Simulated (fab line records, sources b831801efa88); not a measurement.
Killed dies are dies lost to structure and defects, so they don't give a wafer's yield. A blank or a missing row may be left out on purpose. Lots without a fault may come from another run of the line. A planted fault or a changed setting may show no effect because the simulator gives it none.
Which tool did it? | flow gf180mcu | 13 lots, 39 wafers sampled, at 4 steps of a route of 602

WHAT THE GAUGES READ, wafer by wafer
GF_STI_THK_MEAS_30. Usual: STI_OXIDATION_02_THK 9.90 nm, standard deviation 0.19.
lot  | measured    | on            | STI_OXIDATION_02_THK (nm) | flag
L788 | day 2 07:16 | film_metro-01 | 9.73 10.10 9.86           |
L789 | day 2 12:17 | film_metro-02 | 10.02 9.87 9.95           |
L792 | day 3 05:18 | film_metro-02 | 9.99 10.02 9.95           |
L793 | day 3 09:38 | film_metro-03 | 9.95 10.21 10.34          |
L794 | day 3 13:19 | film_metro-02 | 10.23 10.06 10.08         |
L795 | day 3 17:14 | film_metro-01 | 9.91 9.93 10.06           |
L796 | day 3 23:16 | film_metro-01 | 9.86 9.96 9.88            |
L797 | day 4 04:08 | film_metro-01 | 9.88 9.70 9.85            |
L798 | day 4 10:17 | film_metro-03 | 9.76 9.88 9.97            |
L807 | day 6 08:17 | film_metro-02 | 9.61 9.63 9.64            |
L808 | day 6 13:07 | film_metro-01 | 9.65 9.67 9.77            |
L810 | day 6 23:04 | film_metro-03 | 9.88 10.08 10.06          |
L811 | day 7 04:05 | film_metro-01 | 9.72 9.62 9.73            |

GF_V2_THK_MEAS_03. Usual: V2_CVD_02_THK 851 nm, standard deviation 12.
lot  | measured     | on            | V2_CVD_02_THK (nm) | flag
L788 | day 19 05:53 | film_metro-03 | 856 856 853        |
L789 | day 19 16:36 | film_metro-02 | 847 851 871        |
L792 | day 20 19:54 | film_metro-04 | 848 852 843        |
L793 | day 21 04:14 | film_metro-04 | 846 852 879        |
L794 | day 21 13:17 | film_metro-04 | 829 830 850        |
L795 | day 21 23:11 | film_metro-02 | 829 851 862        |
L796 | day 22 07:23 | film_metro-02 | 829 844 854        |
L797 | day 22 18:25 | film_metro-02 | 850 846 850        |
L798 | day 22 19:34 | film_metro-02 | 851 840 853        |
L807 | day 25 21:43 | film_metro-03 | 852 850 845        |
L808 | day 26 01:40 | film_metro-02 | 835 865 856        |
L810 | day 26 17:53 | film_metro-03 | 856 897 862        |
L811 | day 27 03:28 | film_metro-03 | 860 845 862        |

WHICH TOOL RAN EACH LOT (tool, then ch and the chambers of the sampled wafers, then the start)
lot  | GF_MVPSD_COAT_02                  | GF_MVPSD_STRIP_10
L788 | litho_track-02 ch 0, day 4 18:23  | plasma_asher-04 ch 0,1, day 5 01:50
L789 | litho_track-04 ch 0, day 5 00:08  | plasma_asher-02 ch 0,1, day 5 07:50
L792 | litho_track-01 ch 0, day 5 18:04  | plasma_asher-01 ch 0,1, day 6 02:11
L793 | litho_track-01 ch 0, day 6 00:34  | plasma_asher-01 ch 0,1, day 6 07:56
L794 | litho_track-04 ch 0, day 6 03:10  | plasma_asher-02 ch 0,1, day 6 11:11
L795 | litho_track-01 ch 0, day 6 08:37  | plasma_asher-02 ch 0,1, day 6 17:13
L796 | litho_track-01 ch 0, day 6 14:53  | plasma_asher-01 ch 0,1, day 6 22:56
L797 | litho_track-02 ch 0, day 6 21:38  | plasma_asher-04 ch 0,1, day 7 05:32
L798 | litho_track-02 ch 0, day 7 02:33  | plasma_asher-04 ch 0,1, day 7 10:50
L807 | litho_track-02 ch 0, day 9 09:21  | plasma_asher-04 ch 0,1, day 9 18:35
L808 | litho_track-01 ch 0, day 9 16:07  | plasma_asher-04 ch 0,1, day 10 01:20
L810 | litho_track-02 ch 0, day 10 02:03 | plasma_asher-01 ch 0,1, day 10 11:37
L811 | litho_track-04 ch 0, day 10 06:52 | plasma_asher-04 ch 0,1, day 10 16:56
- GF_MVPSD_COAT_02: resist thk 3000 nm.
- GF_MVPSD_STRIP_10: strips in O2/N2.

WHAT THE TOOLS THEMSELVES READ (means of the sampled wafers that have a number; where no wafer has one, the mark that the record gives instead)
GF_MVPSD_COAT_02. Usual: exhaust_pa 45.1 Pa, standard deviation 0.82.
lot  | tool           | exhaust_pa (Pa) | flag
L788 | litho_track-02 | 44.2            |
L789 | litho_track-04 | 43.9            |
L792 | litho_track-01 | 45.9            |
L793 | litho_track-01 | 44.8            |
L794 | litho_track-04 | 44.2            |
L795 | litho_track-01 | 44.6            |
L796 | litho_track-01 | 45.5            |
L797 | litho_track-02 | 44.9            |
L798 | litho_track-02 | 45.5            |
L807 | litho_track-02 | 45.3            |
L808 | litho_track-01 | 45.4            |
L810 | litho_track-02 | 46.2            |
L811 | litho_track-04 | 46.1            |

GF_MVPSD_STRIP_10. Usual: drypump_motor_current_A 5.7 A, standard deviation 0.42; heater_power_w 323 W, standard deviation 22; oes_product_au 0.722 a.u., standard deviation 0.0049; strip_time_to_endpoint_s 36.96 s, standard deviation 0.099.
lot  | tool            | drypump_motor_current_A (A) | heater_power_w (W) | oes_product_au (a.u.) | strip_time_to_endpoint_s (s) | flag
L788 | plasma_asher-04 | 5.8                         | 324                | 0.718                 | 37.01                        |
L789 | plasma_asher-02 | 5.6                         | 332                | 0.721                 | 37.07                        |
L792 | plasma_asher-01 | 5.9                         | 300                | 0.721                 | 37.10                        |
L793 | plasma_asher-01 | 5.9                         | 303                | 0.727                 | 36.96                        |
L794 | plasma_asher-02 | 5.6                         | 341                | 0.721                 | 37.05                        |
L795 | plasma_asher-02 | 5.6                         | 340                | 0.723                 | 25.38                        | OFF
L796 | plasma_asher-01 | 5.9                         | 293                | 0.716                 | 25.39                        | OFF
L797 | plasma_asher-04 | 5.3                         | 316                | 0.725                 | 36.84                        |
L798 | plasma_asher-04 | 5.8                         | 321                | 0.723                 | 36.91                        |
L807 | plasma_asher-04 | 5.8                         | 316                | 0.724                 | 36.94                        |
L808 | plasma_asher-04 | 5.3                         | 314                | 0.727                 | 37.11                        |
L810 | plasma_asher-01 | 5.9                         | 318                | 0.725                 | 36.88                        |
L811 | plasma_asher-04 | 5.4                         | 314                | 0.723                 | 36.82                        |

THE ANSWER, worked out from the rows above alone
Rule: a lot is off if the mean of its wafers that have a number lies more than 3 standard deviations from the usual mean. A lot without any number at a reading at which 4 lots or more have one is off too. The other lots that the step has rows for count as sound. The gauges are gone through in route order, then the tools' own readings, and for those a lot's mean is taken as printed above. The first step at which some lot is off is used, and at that step the reading that is off furthest; a lot without a number counts as furthest.
Off: L795, L796, at GF_MVPSD_STRIP_10 (strip_time_to_endpoint_s).
A tool fits if, at that step or a process step before it, it ran every lot that is off, and no sound lot after the first of them. None of those tried fits.

WHAT THE SIMULATOR HAD PUT IN
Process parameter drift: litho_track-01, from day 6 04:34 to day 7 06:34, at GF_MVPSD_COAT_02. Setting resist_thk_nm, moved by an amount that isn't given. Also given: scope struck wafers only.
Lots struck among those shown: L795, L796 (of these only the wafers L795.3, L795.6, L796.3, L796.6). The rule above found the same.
